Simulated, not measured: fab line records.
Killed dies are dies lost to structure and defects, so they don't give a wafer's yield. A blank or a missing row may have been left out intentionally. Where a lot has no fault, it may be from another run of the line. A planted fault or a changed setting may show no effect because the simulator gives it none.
One fault seen from 2 desks || flow sky130 || every desk sees just its own numbers, and what lay behind them comes last

== THE TOOL OWNER'S DESK: rieMetal-04 ==
The tool's own readings at SKY_METAL4_METAL_ETCH_18 (etches the open film in Cl2/BCl3, stops on SiO2, target depth 845 nm, time 183.1 s): means of the sampled wafers that have a number, for each lot that ran on this tool. A lot is out of limits, marked OUT, if its mean lies more than 4 standard deviations from the usual mean; the brackets give that distance.
Columns: A = bcl3FlowSccm at SKY_METAL4_METAL_ETCH_18, usual 30.00 sccm; B = drypumpMotorCurrentA at SKY_METAL4_METAL_ETCH_18, usual 5.7 A; C = oesProductAu at SKY_METAL4_METAL_ETCH_18, usual 0.866 a.u.; D = rfFwdPowerW at SKY_METAL4_METAL_ETCH_18, usual 896 W; E = throttleValvePct at SKY_METAL4_METAL_ETCH_18, usual 22.264 %
{"lot": "L956", "first seen here": "day 42 08:38", "A": 29.92, "B": 5.6, "C": 0.867, "D": 897, "E": 22.268}
{"lot": "L957", "first seen here": "day 42 13:58", "A": 30.12, "B": 5.5, "C": 0.867, "D": 897, "E": 22.268}
{"lot": "L958", "first seen here": "day 43 03:53", "A": 30.08, "B": 5.6, "C": 0.864, "D": 895, "E": 22.266}
{"lot": "L964", "first seen here": "day 44 14:17", "A": 30.03, "B": 5.5, "C": 0.864, "D": 895, "E": 22.276}
{"lot": "L972", "first seen here": "day 46 14:56", "A": 30.09, "B": 5.5, "C": "0.794 (-12) OUT", "D": 896, "E": 22.258}
{"lot": "L973", "first seen here": "day 46 18:07", "A": 29.97, "B": 5.5, "C": "0.799 (-11) OUT", "D": 894, "E": 22.272}
This desk's finding: out of limits on L972, L973; first on L972, day 46 14:56 (oesProductAu at SKY_METAL4_METAL_ETCH_18). L956, L957, L958, L964: within limits.

== AT THE METROLOGY DESK ==
Lot by lot, what the gauges showed, no matter which tool ran the lot: averages of those sampled wafers that carry a number. A lot is out of limits, marked OUT, if its mean lies more than 4 standard deviations from the usual mean; the brackets give that distance.
Columns: A = CAP2M_TIN_RS at SKY_CAP2M_RS_MEAS_03, usual 6.90 ohm/sq
{"lot": "L954", "first seen here": "day 39 12:05", "A": 6.94}
{"lot": "L955", "first seen here": "day 40 00:35", "A": 6.87}
{"lot": "L956", "first seen here": "day 40 07:48", "A": 6.88}
{"lot": "L957", "first seen here": "day 40 13:19", "A": 6.84}
{"lot": "L958", "first seen here": "day 41 03:32", "A": 6.91}
{"lot": "L959", "first seen here": "day 41 07:29", "A": 6.92}
{"lot": "L960", "first seen here": "day 41 09:44", "A": 7.08}
{"lot": "L963", "first seen here": "day 42 13:17", "A": 6.89}
{"lot": "L964", "first seen here": "day 42 16:10", "A": 6.99}
{"lot": "L972", "first seen here": "day 44 20:13", "A": 6.87}
{"lot": "L973", "first seen here": "day 44 23:34", "A": 6.90}
{"lot": "L975", "first seen here": "day 45 11:53", "A": 6.90}
{"lot": "L976", "first seen here": "day 45 18:54", "A": 6.88}
{"lot": "L977", "first seen here": "day 46 01:35", "A": 6.98}
Result from this desk: across the 14 lots, nothing is out of limits.

== BROUGHT TOGETHER ==
The tool owner's desk could have raised an alarm at day 46 14:56, on L972, L973.
From the metrology desk's view, nothing was out of limits.
The metrology desk holds a record of L972, L973, inside its limits.
The lots listed all ran SKY_METAL4_METAL_ETCH_18 on rieMetal-04.

== WHAT HAD BEEN PUT IN BY THE SIMULATOR ==
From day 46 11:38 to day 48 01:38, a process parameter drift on rieMetal-04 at SKY_METAL4_METAL_ETCH_18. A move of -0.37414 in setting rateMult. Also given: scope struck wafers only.
Shown lots that were struck: L972, L973.
Delay in hours, fault start to first out-of-limits reading, by desk: the tool owner's desk at 3.
